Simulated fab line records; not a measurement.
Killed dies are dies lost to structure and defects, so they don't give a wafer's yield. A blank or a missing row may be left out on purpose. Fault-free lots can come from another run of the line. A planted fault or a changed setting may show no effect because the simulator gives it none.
fab line records	flow sky130
[record] lots = 13	wafers = 39	lastDay = 50
route steps=708 shown FIELD_ISO@16 NWELL@73 VT_ADJUST_LVTN@106 SD_P@330
lots that met no fault: taken from a fault-free run of the same line
startH: start of the lot's first displayed wafer, in hours after the record's first day	waitH: hours elapsed since this lot's preceding step	" as in the row above	L1.1+2: several wafers, shown together as one row	- no value, or no start given	* or withheld: withheld	< > ~ a bound
route shown NAME@n: a module of which the file shows steps, and the number in the route of the first	usual: mean/standard deviation taken from wafers without a fault	same: alike in all rows	chamber/n: place in a boat	sites: the reading at each site	_std_site: standard deviation of those values	_edge_site: mean of outer sites minus mean of inner sites	radiusMm: how far each site lies from the wafer's centre	mask NAME#n: copy n	behind: the last tool/chamber to shape the wafer	hold: what put the lot on hold/how long, in hours/how the hold closed	device: the n, p or np transistor that did not switch	end of line: at the end of the route, the tests of the same wafers	a step without rows: its recipe alone	killed: count of dies lost to structure and defects at first sort (not the wafer's yield)	map: per-die view of a wafer (x killed, . not killed, _ where there is no die)
set.NAME: setting as actually run; set.NAME@STEP: the setting as run at that earlier step	model.NAME: the simulator's own value behind a step, which no gauge read
steps of the route over a sample of lots; a table a step, a row a wafer
services: when a tool's chamber went out of use (startH, in hours from the record's first day, below 0 if earlier), for how many hours, and the reason
[[steps]]
[step SKY_FIELD_ISO_ETCH_15]
[recipe] chemistry = CHF3/O2	targetDepthNm = 180	stopOn = Si	sourceW = 600	biasW = 200	pressureMtorr = 40	chf3FlowSccm = 50	O2_flow_sccm = 5	timeS = 72
[usual] drypumpMotorCurrentA = 6.0/0.36	oesProductAu = 0.945/0.0059	throttleValvePct = 8.845/0.009
lot.wafer	tool	chamber	startH	waitH	drypumpMotorCurrentA	oesProductAu	rfHoursCounterH	throttleValvePct
L411.1	rieDiel-02	3	29.11	0.0	5.6	0.944	106	8.838
L411.5	"	3	"	"	5.6	0.943	-	8.847
L411.6	"	2	"	"	6.1	0.945	-	8.842
L412.1	rieDiel-03	3	33.54	0.0	5.6	0.937	65	8.845
L412.2	"	0	"	"	6.0	0.939	120	8.840
L412.4	"	1	"	"	5.6	0.944	148	8.844
L414.1	rieDiel-04	3	45.31	0.0	6.8	0.940	168	8.834
L414.4	"	0	"	"	6.3	0.947	75	8.846
L414.6	"	3	"	"	6.8	0.944	-	8.854
L416.1	rieDiel-04	3	53.96	0.0	6.8	0.935	168	8.833
L416.2	"	0	"	"	6.2	0.937	75	8.832
L416.6	"	0	"	"	6.3	0.945	-	8.851
L418.1	rieDiel-02	0	65.61	0.0	6.1	0.945	37	8.845
L418.2	"	3	"	"	5.6	0.953	107	8.844
L418.5	"	1	"	"	5.3	0.943	-	8.842
L421.1	rieDiel-02	2	83.79	0.0	6.0	0.944	130	8.864
L421.4	"	1	"	"	5.3	0.948	86	8.842
L421.6	"	0	"	"	6.1	0.947	-	8.842
L422.1	rieDiel-03	3	90.16	0.0	5.6	0.943	66	8.858
L422.3	"	0	"	"	6.1	0.942	121	8.846
L422.5	"	1	"	"	5.7	0.950	-	8.848
L425.1	rieDiel-04	2	103.19	0.0	6.0	0.942	117	8.853
L425.4	"	2	"	"	6.0	0.939	-	8.847
L425.5	"	1	"	"	6.0	0.949	-	8.854
L430.1	rieDiel-04	3	128.14	0.0	6.8	0.946	0	8.848
L430.3	"	1	"	"	5.9	0.957	133	8.831
L430.6	"	3	"	"	6.8	0.953	-	8.854
L431.1	rieDiel-03	0	134.21	0.0	6.0	0.931	122	8.819
L431.3	"	3	"	"	5.6	0.944	67	8.837
L431.6	"	1	"	"	5.6	0.946	-	8.832
L432.1	rieDiel-03	1	137.44	0.0	5.7	0.954	149	8.853
L432.4	"	2	"	"	5.7	0.959	6	8.844
L432.5	"	1	"	"	5.7	0.959	-	8.833
L433.1	rieDiel-04	3	142.14	0.0	6.7	0.948	1	8.841
L433.2	"	0	"	"	6.2	0.944	77	8.848
L433.3	"	1	"	"	6.0	0.941	133	8.847
L434.2	rieDiel-03	0	147.50	0.0	6.0	0.955	122	8.844
L434.4	"	1	"	"	5.6	0.951	150	8.836
L434.6	"	0	"	"	6.0	0.955	-	8.843
[step SKY_NWELL_EXPOSE_20]
[recipe] maskId = NWM_COMPLEMENT	na = 0.6	sourceShape = conventional	sigmaOuter = 0.6	polarization = unpolarized	targetCdNm = 840	doseMj = 260
[usual] exposureDoseMJCm2 = 260.00/0.23
[same] na = 0.6	sigmaOuter = 0.6
lot.wafer	tool	chamber	startH	waitH	mask	exposureDoseMJCm2
L411.1	ilineStepper-02	0	93.36	-	NWM_COMPLEMENT#0	260.36
L411.5	"	0	"	"	NWM_COMPLEMENT#0	259.57
L411.6	"	0	"	"	NWM_COMPLEMENT#0	260.13
L412.1	ilineStepper-01	0	97.59	-	NWM_COMPLEMENT#0	259.90
L412.2	"	0	"	"	NWM_COMPLEMENT#0	260.11
L412.4	"	0	"	"	NWM_COMPLEMENT#0	260.24
L414.1	ilineStepper-01	0	112.63	-	NWM_COMPLEMENT#0	259.69
L414.4	"	0	"	"	NWM_COMPLEMENT#0	260.18
L414.6	"	0	"	"	NWM_COMPLEMENT#0	260.03
L416.1	ilineStepper-02	0	127.41	-	NWM_COMPLEMENT#0	259.94
L416.2	"	0	"	"	NWM_COMPLEMENT#0	260.05
L416.6	"	0	"	"	NWM_COMPLEMENT#0	260.05
L418.1	ilineStepper-01	0	138.59	-	NWM_COMPLEMENT#0	259.98
L418.2	"	0	"	"	NWM_COMPLEMENT#0	260.05
L418.5	"	0	"	"	NWM_COMPLEMENT#0	259.89
L421.1	ilineStepper-02	0	154.42	-	PWDEM#0	259.81
L421.4	"	0	"	"	PWDEM#0	259.87
L421.6	"	0	"	"	PWDEM#0	259.83
L422.1	ilineStepper-02	0	162.82	-	NWM_COMPLEMENT#0	260.04
L422.3	"	0	"	"	NWM_COMPLEMENT#0	260.37
L422.5	"	0	"	"	NWM_COMPLEMENT#0	260.02
L425.1	ilineStepper-02	0	182.17	-	NWM_COMPLEMENT#0	260.26
L425.4	"	0	"	"	NWM_COMPLEMENT#0	260.05
L425.5	"	0	"	"	NWM_COMPLEMENT#0	260.47
L430.1	ilineStepper-02	0	208.50	-	NWM_COMPLEMENT#0	259.80
L430.3	"	0	"	"	NWM_COMPLEMENT#0	260.50
L430.6	"	0	"	"	NWM_COMPLEMENT#0	259.90
L431.1	ilineStepper-01	0	213.88	-	NWM_COMPLEMENT#0	260.26
L431.3	"	0	"	"	NWM_COMPLEMENT#0	260.32
L431.6	"	0	"	"	NWM_COMPLEMENT#0	260.21
L432.1	ilineStepper-02	0	221.12	-	NWM_COMPLEMENT#0	259.93
L432.4	"	0	"	"	NWM_COMPLEMENT#0	260.40
L432.5	"	0	"	"	NWM_COMPLEMENT#0	260.12
L433.1	ilineStepper-02	0	227.35	-	NWM_COMPLEMENT#0	260.22
L433.2	"	0	"	"	NWM_COMPLEMENT#0	259.92
L433.3	"	0	"	"	NWM_COMPLEMENT#0	259.88
L434.2	ilineStepper-02	0	231.94	-	NWM_COMPLEMENT#0	260.44
L434.4	"	0	"	"	NWM_COMPLEMENT#0	259.80
L434.6	"	0	"	"	NWM_COMPLEMENT#0	259.79
[step SKY_NWELL_OVL_MEAS_23]
[usual] NWELL_01_OVL = -2.5/2
lot.wafer	tool	chamber	startH	waitH	NWELL_01_OVL[nm]
L411.1	overlay-02	-	102.02	-	-0.9
L411.5	"	-	"	"	-1.0
L411.6	"	-	"	"	1.7
L412.1	overlay-02	-	105.85	-	-0.1
L412.2	"	-	"	"	0.4
L412.4	"	-	"	"	-0.1
L414.1	overlay-02	-	121.52	-	-0.9
L414.4	"	-	"	"	0.2
L414.6	"	-	"	"	-0.7
L416.1	overlay-01	-	136.95	-	-1.9
L416.2	"	-	"	"	-3.0
L416.6	"	-	"	"	-3.2
L418.1	overlay-02	-	148.07	-	-1.1
L418.2	"	-	"	"	-2.9
L418.5	"	-	"	"	-1.6
L421.1	overlay-01	-	163.85	-	-
L421.4	"	-	"	"	-
L421.6	"	-	"	"	-
L422.1	overlay-01	-	172.55	-	-4.1
L422.3	"	-	"	"	-2.5
L422.5	"	-	"	"	-2.4
L425.1	overlay-02	-	192.40	-	-3.7
L425.4	"	-	"	"	-3.3
L425.5	"	-	"	"	-4.5
L430.1	overlay-02	-	219.15	-	-2.5
L430.3	"	-	"	"	-3.2
L430.6	"	-	"	"	-5.6
L431.1	overlay-02	-	225.20	-	-2.4
L431.3	"	-	"	"	-2.8
L431.6	"	-	"	"	-3.5
L432.1	overlay-02	-	232.65	-	-6.1
L432.4	"	-	"	"	-3.1
L432.5	"	-	"	"	-3.8
L433.1	overlay-02	-	237.95	-	-2.6
L433.2	"	-	"	"	-3.0
L433.3	"	-	"	"	-2.3
L434.2	overlay-01	-	243.43	-	-3.2
L434.4	"	-	"	"	-4.4
L434.6	"	-	"	"	-2.6
[step SKY_NWELL_TW_MEAS_26]
[usual] NWELL_2_TW = 500.3/2.5
lot.wafer	tool	chamber	startH	waitH	NWELL_2_TW
L411.1	filmMetro-03	-	102.31	0.1	499.4
L411.5	"	-	"	"	503.4
L411.6	"	-	"	"	498.6
L412.1	filmMetro-02	-	106.14	0.1	502.8
L412.2	"	-	"	"	502.6
L412.4	"	-	"	"	504.0
L414.1	filmMetro-02	-	121.81	0.1	499.6
L414.4	"	-	"	"	501.2
L414.6	"	-	"	"	499.9
L416.1	filmMetro-03	-	137.23	0.1	499.4
L416.2	"	-	"	"	502.2
L416.6	"	-	"	"	501.5
L418.1	filmMetro-02	-	148.36	0.1	500.3
L418.2	"	-	"	"	501.7
L418.5	"	-	"	"	499.0
L421.1	filmMetro-01	-	164.13	0.1	30.0
L421.4	"	-	"	"	30.2
L421.6	"	-	"	"	30.2
L422.1	filmMetro-01	-	172.84	0.1	501.7
L422.3	"	-	"	"	501.6
L422.5	"	-	"	"	502.7
L425.1	filmMetro-01	-	192.68	0.1	502.0
L425.4	"	-	"	"	498.7
L425.5	"	-	"	"	496.3
L430.1	filmMetro-01	-	219.43	0.1	499.1
L430.3	"	-	"	"	500.3
L430.6	"	-	"	"	503.0
L431.1	filmMetro-02	-	225.49	0.1	498.6
L431.3	"	-	"	"	495.5
L431.6	"	-	"	"	501.5
L432.1	filmMetro-03	-	232.94	0.1	498.0
L432.4	"	-	"	"	498.2
L432.5	"	-	"	"	499.7
L433.1	filmMetro-01	-	238.23	0.1	496.9
L433.2	"	-	"	"	498.3
L433.3	"	-	"	"	500.0
L434.2	filmMetro-01	-	243.72	0.1	499.6
L434.4	"	-	"	"	497.2
L434.6	"	-	"	"	501.6
[step SKY_VT_ADJUST_LVTN_STRIP_09]
[recipe] chemistry = O2/N2	powerW = 1400	pressureMtorr = 1500	platenTempC = withheld	o2FlowSccm = 3000	n2FlowSccm = 300	overashFraction = 0.5
[usual] drypumpMotorCurrentA = 5.8/0.55	oesProductAu = 0.723/0.0046	stripTimeToEndpointS = 36.89/0.12
[same] overashFraction = 0.5
lot.wafer	tool	chamber	startH	waitH	drypumpMotorCurrentA	oesProductAu	rfHoursCounterH	stripTimeToEndpointS
L411.1	plasmaAsher-03	0	140.19	0.1	4.9	0.720	44	36.71
L411.5	"	0	"	"	4.8	0.721	-	36.70
L411.6	"	1	"	"	5.8	0.725	-	36.63
L412.1	plasmaAsher-01	1	143.38	0.1	6.1	0.714	36	36.86
L412.2	"	0	"	"	6.6	0.723	36	37.07
L412.4	"	0	"	"	6.6	0.717	-	37.02
L414.1	plasmaAsher-03	1	160.59	0.1	5.7	0.722	46	36.79
L414.4	"	1	"	"	5.8	0.727	-	36.75
L414.6	"	1	"	"	5.7	0.724	-	36.88
L416.1	plasmaAsher-03	1	177.33	0.1	5.7	0.720	48	36.87
L416.2	"	0	"	"	4.9	0.717	48	36.82
L416.6	"	1	"	"	5.7	0.724	-	36.77
L418.1	plasmaAsher-03	1	189.31	0.1	5.7	0.730	49	36.81
L418.2	"	0	"	"	4.9	0.726	49	36.83
L418.5	"	0	"	"	4.9	0.720	-	36.91
L421.1	plasmaAsher-03	0	206.17	0.1	4.9	0.724	50	36.87
L421.4	"	1	"	"	5.7	0.720	-	36.90
L421.6	"	0	"	"	4.9	0.724	-	37.01
L422.1	plasmaAsher-03	0	216.23	0.1	4.9	0.721	51	36.77
L422.3	"	1	"	"	5.7	0.723	-	36.66
L422.5	"	1	"	"	5.7	0.722	-	36.73
L425.1	plasmaAsher-01	1	237.43	0.1	6.1	0.722	45	36.68
L425.4	"	0	"	"	6.6	0.733	-	36.69
L425.5	"	0	"	"	6.6	0.717	-	36.75
L430.1	plasmaAsher-02	1	267.19	0.1	5.8	0.733	57	36.85
L430.3	"	0	"	"	6.1	0.720	-	36.80
L430.6	"	0	"	"	6.1	0.722	-	36.91
L431.1	plasmaAsher-02	0	271.14	0.1	6.1	0.732	57	37.07
L431.3	"	0	"	"	6.1	0.722	-	36.96
L431.6	"	0	"	"	6.1	0.722	-	37.07
L432.1	plasmaAsher-01	0	281.24	0.1	6.6	0.719	49	36.82
L432.4	"	0	"	"	6.6	0.731	-	36.85
L432.5	"	0	"	"	6.6	0.729	-	36.92
L433.1	plasmaAsher-01	0	286.63	0.1	6.6	0.715	49	36.93
L433.2	"	1	"	"	6.1	0.724	49	36.88
L433.3	"	0	"	"	6.6	0.727	-	36.96
L434.2	plasmaAsher-02	1	292.86	0.1	5.8	0.728	59	36.81
L434.4	"	1	"	"	5.8	0.721	-	36.83
L434.6	"	1	"	"	5.8	0.724	-	36.81
[step SKY_SD_P_STRIP_10]
[recipe] chemistry = O2/N2	powerW = 1400	pressureMtorr = 1500	platenTempC = withheld	o2FlowSccm = 3000	n2FlowSccm = 300	overashFraction = 0.5
[usual] drypumpMotorCurrentA = 5.7/0.46	oesProductAu = 0.617/0.0045	stripTimeToEndpointS = 17.50/0.035
[same] overashFraction = 0.5
lot.wafer	tool	chamber	startH	waitH	drypumpMotorCurrentA	oesProductAu	rfHoursCounterH	stripTimeToEndpointS
L411.1	plasmaAsher-03	1	581.90	0.1	5.7	0.622	87	17.53
L411.5	"	0	"	"	4.9	0.621	-	17.54
L411.6	"	1	"	"	5.7	0.616	-	17.56
L412.1	plasmaAsher-01	0	591.35	0.1	6.6	0.604	81	17.46
L412.2	"	1	"	"	6.0	0.621	81	17.47
L412.4	"	0	"	"	6.6	0.619	-	17.46
L414.1	plasmaAsher-01	0	613.40	0.1	6.6	0.621	83	17.48
L414.4	"	1	"	"	6.1	0.618	-	17.54
L414.6	"	1	"	"	6.1	0.608	-	17.49
L416.1	plasmaAsher-04	1	639.20	0.1	5.8	0.616	54	17.47
L416.2	"	0	"	"	5.4	0.614	54	17.53
L416.6	"	0	"	"	5.4	0.615	-	17.48
L418.1	plasmaAsher-01	0	654.73	0.1	6.6	0.625	87	17.48
L418.2	"	1	"	"	6.1	0.623	87	17.43
L418.5	"	1	"	"	6.1	0.617	-	17.43
L421.1	plasmaAsher-04	1	673.20	0.1	5.8	0.627	57	17.57
L421.4	"	0	"	"	5.4	0.614	-	17.56
L421.6	"	0	"	"	5.4	0.620	-	17.55
L422.1	plasmaAsher-03	1	685.75	0.1	5.7	0.615	96	17.53
L422.3	"	0	"	"	4.9	0.625	-	17.53
L422.5	"	0	"	"	4.9	0.612	-	17.52
L425.1	plasmaAsher-04	1	710.03	0.1	5.8	0.617	60	17.49
L425.4	"	1	"	"	5.8	0.621	-	17.51
L425.5	"	1	"	"	5.8	0.620	-	17.48
L430.1	plasmaAsher-04	1	746.35	0.1	5.8	0.617	64	17.49
L430.3	"	1	"	"	5.8	0.625	-	17.52
L430.6	"	1	"	"	5.8	0.618	-	17.48
L431.1	plasmaAsher-04	0	752.48	0.1	5.4	0.606	65	17.52
L431.3	"	1	"	"	5.8	0.611	-	17.52
L431.6	"	1	"	"	5.8	0.618	-	17.51
L432.1	plasmaAsher-01	1	761.78	0.1	6.1	0.620	98	17.48
L432.4	"	1	"	"	6.1	0.621	-	17.52
L432.5	"	1	"	"	6.1	0.616	-	17.48
L433.1	plasmaAsher-04	1	769.65	0.1	5.8	0.621	67	17.55
L433.2	"	0	"	"	5.4	0.613	67	17.53
L433.3	"	0	"	"	5.4	0.611	-	17.49
L434.2	plasmaAsher-03	0	777.05	0.1	4.9	0.614	3	17.49
L434.4	"	1	"	"	5.7	0.616	-	17.50
L434.6	"	0	"	"	4.9	0.624	-	17.47
[[services]]
tool	chamber	startH	hours	kind
rieDiel-04	-	33.62	2.8	pm
rieDiel-03	2	49.36	4.8	repair
plasmaAsher-03	-	62.54	2.9	repair
rieDiel-03	3	66.66	9.8	repair
rieDiel-04	3	102.17	8.1	repair
plasmaAsher-04	-	108.79	9.0	pm
ilineStepper-02	-	127.53	1.7	pm
rieDiel-04	3	148.54	2.8	repair
rieDiel-04	2	156.19	3.0	repair
rieDiel-03	2	158.69	17.0	repair
plasmaAsher-01	-	188.90	2.5	repair
ilineStepper-02	-	345.67	1.7	pm
ilineStepper-02	-	405.68	4.4	pm
plasmaAsher-03	-	411.54	0.8	repair
plasmaAsher-01	-	495.47	7.8	pm
plasmaAsher-01	-	536.00	0.5	repair
plasmaAsher-03	-	563.60	18.2	repair
plasmaAsher-04	-	580.69	2.2	repair
plasmaAsher-03	-	586.17	2.8	pm
plasmaAsher-03	-	611.03	4.3	pm
plasmaAsher-01	-	637.79	3.7	repair
plasmaAsher-04	-	707.04	2.8	pm
plasmaAsher-03	-	733.75	9.0	pm
plasmaAsher-01	-	746.89	2.4	repair
[[key]]
[firstSign] step = SKY_NWELL_EXPOSE_20	reading = mask	direction = changed
[effect] step = SKY_NWELL_OVL_MEAS_23	reading = NWELL_01_OVL	direction = missing
[effect] step = SKY_NWELL_TW_MEAS_26	reading = NWELL_2_TW	direction = down	sigmas = 99+	usual = 500.3	struck = 30.1
metAt SKY_NWELL_EXPOSE_20
struckLots L421
sortLeftOut L421.1,L421.4,L421.6
testerLeftOut L421
notActingAt SKY_FIELD_ISO_ETCH_15,SKY_VT_ADJUST_LVTN_STRIP_09,SKY_SD_P_STRIP_10
onsetBetween 127.41 154.42
[fault] kind = wrongMask	tool = any	chamber = -	onsetH = 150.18	steps = SKY_NWELL_EXPOSE_20	auxCopy = PWDEM#0	scope = struckLotsOnly
// testerLeftOut: of these lots the tester's yield and bins aren't shown, on N5 and GAA mostly nor the transistor test; their killed dies are dies lost to structure and defects alone, not to doping, threshold or leakage, so they don't give the yield
// sortLeftOut: the simulated sort isn't trusted on such a fault, so these wafers' sort isn't shown, and their yield isn't known
